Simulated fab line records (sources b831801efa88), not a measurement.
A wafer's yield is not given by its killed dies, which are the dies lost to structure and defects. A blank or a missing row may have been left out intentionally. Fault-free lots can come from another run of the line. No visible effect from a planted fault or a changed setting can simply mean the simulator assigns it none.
Chamber matching ; flow sky130 ; rie diel-01 running SKY_VIA3_ETCH_14: 4 sister chambers
The step etches BARC in N2/H2, stops on SiO2, time 45.9 s, target depth 60 nm. 18 wafers are shown with their chamber, then 9 later ones without.

## EACH WAFER AND ITS CHAMBER
wafer;chamber;drypump motor current A (A);throttle valve pct (%);oes product au (a.u.)
L076.1;2;5.4;13.227;0.855
L076.2;3;5.0;13.233;0.858
L076.3;1;5.4;13.217;0.861
L076.4;0;6.4;13.224;0.851
L076.5;0;6.4;13.227;0.852
L076.6;3;5.1;13.230;0.869
L085.3;2;5.4;13.211;0.852
L085.5;1;5.3;13.225;0.850
L085.6;0;6.4;13.226;0.851
L086.1;1;5.3;13.225;0.855
L086.3;3;5.0;13.229;0.856
L086.5;2;5.4;13.217;0.855
L090.2;3;5.1;13.235;0.856
L090.3;0;6.4;13.230;0.857
L090.5;1;5.4;13.210;0.858
L093.1;1;5.3;13.215;0.842
L093.2;3;5.1;13.231;0.854
L093.4;2;5.4;13.221;0.848

SIGNATURES, as means of the wafers listed above
reading;chamber 0;chamber 1;chamber 2;chamber 3;scatter within a chamber
drypump motor current A;6.400;5.340;5.400;5.060;0.0414
throttle valve pct;13.22675;13.21840;13.21900;13.23160;0.00499
oes product au;0.85275;0.85320;0.85250;0.85860;0.0055
Rule: a wafer's distance from a chamber is the root of the sum, over the readings, of the square of ((its reading less the chamber's mean) divided by the reading's scatter). If the next closest chamber is less than 2 further off than the closest, the wafer can't be placed; otherwise it belongs to the closest. The scatter: the root of (the sum of the squares of (reading less its chamber's mean) over the shown wafers, divided by (wafers less chambers)).

## WAFERS WHOSE CHAMBER IS MISSING
wafer;drypump motor current A (A);throttle valve pct (%);oes product au (a.u.)
L095.1;5.4;13.233;0.852
L095.2;5.4;13.223;0.857
L095.3;5.1;13.223;0.853
L096.1;5.4;13.230;0.860
L096.2;6.5;13.228;0.859
L096.3;5.1;13.214;0.850
L096.4;5.3;13.218;0.854
L096.5;5.1;13.210;0.851
L096.6;6.4;13.228;0.861

## WHICH CHAMBER EACH ONE RAN IN
wafer;from the rows above;in truth
L095.1;can't be placed: 2 or 1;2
L095.2;can't be placed: 2 or 1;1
L095.3;3;3
L096.1;can't be placed: 2 or 1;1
L096.2;0;0
L096.3;can't be placed: 3 or 1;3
L096.4;can't be placed: 1 or 2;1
L096.5;can't be placed: 3 or 1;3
L096.6;0;0
Correct placement for 3 of the 9. These rows do not allow placing 6 (true chamber among the candidates in 6). Placed wrongly: 0.
